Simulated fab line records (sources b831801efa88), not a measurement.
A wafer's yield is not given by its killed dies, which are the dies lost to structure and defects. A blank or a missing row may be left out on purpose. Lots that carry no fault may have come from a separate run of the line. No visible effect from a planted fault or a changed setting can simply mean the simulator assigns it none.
Lot-split experiment | flow gf180mcu | route with 602 steps; 5 lots, 23 wafers read

== ON THE SPLIT ==
At GF_TOP_METAL_SPUTTER_04 (material TiN, target thk 25 nm, time 20.8 s), the setting powerW was moved away from the recipe's 6500 W on 8 of the 23 wafers read, by -11.0% to +11.4%. For the rest of the wafers, this setting stayed at what the recipe calls for.

Reading taken at the split's own step.

== THE READING ==
TiN_of_TOP_METAL_SPUTTER_04.thkNm (the simulator's own value, which no gauge read), in nm, at GF_TOP_METAL_SPUTTER_04 (material TiN, target thk 25 nm, time 20.8 s). There is no usual value for it anywhere in the file. Average 24.97 nm, standard deviation 0.3 nm, over the 15 wafers here run with the recipe.

wafer  | tool, chamber at the split | powerW as run, W | against the recipe | TiN_of_TOP_METAL_SPUTTER_04.thkNm, nm | against lot-mates on the recipe
L079.1 | pvdSputter-01, -           | 6301             | -3.1%              | 24.52                                 | -0.44
L079.3 | pvdSputter-01, -           | 6500             | recipe             | 24.95                                 | -
L079.4 | pvdSputter-01, -           | 6301             | -3.1%              | 24.26                                 | -0.70
L079.5 | pvdSputter-01, -           | 6500             | recipe             | 25.12                                 | -
L079.6 | pvdSputter-01, -           | 6500             | recipe             | 24.8                                  | -
L081.1 | pvdSputter-03, -           | 5787             | -11.0%             | 22.09                                 | -2.84
L081.2 | pvdSputter-03, -           | 6500             | recipe             | 24.95                                 | -
L081.3 | pvdSputter-03, -           | 6500             | recipe             | 24.94                                 | -
L081.5 | pvdSputter-03, -           | 6500             | recipe             | 24.89                                 | -
L081.6 | pvdSputter-03, -           | 5787             | -11.0%             | 22.11                                 | -2.82
L080.1 | pvdSputter-04, -           | 7242             | +11.4%             | 27.32                                 | +2.77
L080.2 | pvdSputter-04, -           | 6500             | recipe             | 24.75                                 | -
L080.3 | pvdSputter-04, -           | 7242             | +11.4%             | 27.29                                 | +2.74
L080.4 | pvdSputter-04, -           | 6500             | recipe             | 24.32                                 | -
L080.5 | pvdSputter-04, -           | 6500             | recipe             | 24.59                                 | -
L082.1 | pvdSputter-04, -           | 6500             | recipe             | 25.25                                 | -
L082.2 | pvdSputter-04, -           | 7201             | +10.8%             | 27.7                                  | +2.64
L082.3 | pvdSputter-04, -           | 6500             | recipe             | 25.15                                 | -
L082.4 | pvdSputter-04, -           | 7201             | +10.8%             | 27.87                                 | +2.81
L082.5 | pvdSputter-04, -           | 6500             | recipe             | 24.79                                 | -
L085.3 | pvdSputter-01, -           | 6500             | recipe             | 25.36                                 | -
L085.4 | pvdSputter-01, -           | 6500             | recipe             | 25.11                                 | -
L085.6 | pvdSputter-01, -           | 6500             | recipe             | 25.59                                 | -

FIT RESULTS
A straight line over all 23 wafers: TiN_of_TOP_METAL_SPUTTER_04.thkNm changes by +0.24 nm for each +1% of powerW; r = +0.98; the points scatter about the line by 0.31 nm.
The same after taking each lot's own level away (the mean of its wafers on the recipe; 23 wafers): +0.248 nm for each +1%; r = +0.99; scatter 0.16 nm.
Per that fit: largest powerW move, reading shift of 2.8 nm.
The lots' own levels span 24.553 to 25.353 nm, that is 2.6 times the standard deviation above.
The two slopes agree, so the slope changes little with the lot-to-lot level.
Check: +2.86 nm against its lot-mates is what the line predicts for one of the wafers moved furthest among these (+11.4%) when that wafer is left out of the fit. Against them it came out at +2.77 nm.

== OTHER SPLITS ON THESE WAFERS ==
Before the reading, these wafers also passed through other splits. Each is held against what the fit with the lots' levels taken away leaves over:
other split on the same wafers            | wafers away from the commonest value | r with TiN_of_TOP_METAL_SPUTTER_04.thkNm (lot level and that fit taken away)
GF_V4_CVD_00 sih4FlowSccm                 | 11                                   | +0.05
GF_V4_EXPOSE_11 doseMj                    | 6                                    | +0.10
GF_V4_ETCH_16 ionEnergyEv                 | 10                                   | +0.09
GF_V4_SPUTTER_22 timeS                    | 8                                    | -0.15
GF_MIM_SPUTTER_08 timeS                   | 8                                    | +0.41
GF_MIM_METAL_ETCH_19 icpW                 | 9                                    | -0.40
GF_TOP_METAL_SPUTTER_00 chamberPressurePa | 18                                   | +0.28

== FILE'S OWN FIT ==
TiN_of_TOP_METAL_SPUTTER_04.thkNm changes by +0.249 nm for each +1% of powerW, r = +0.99.
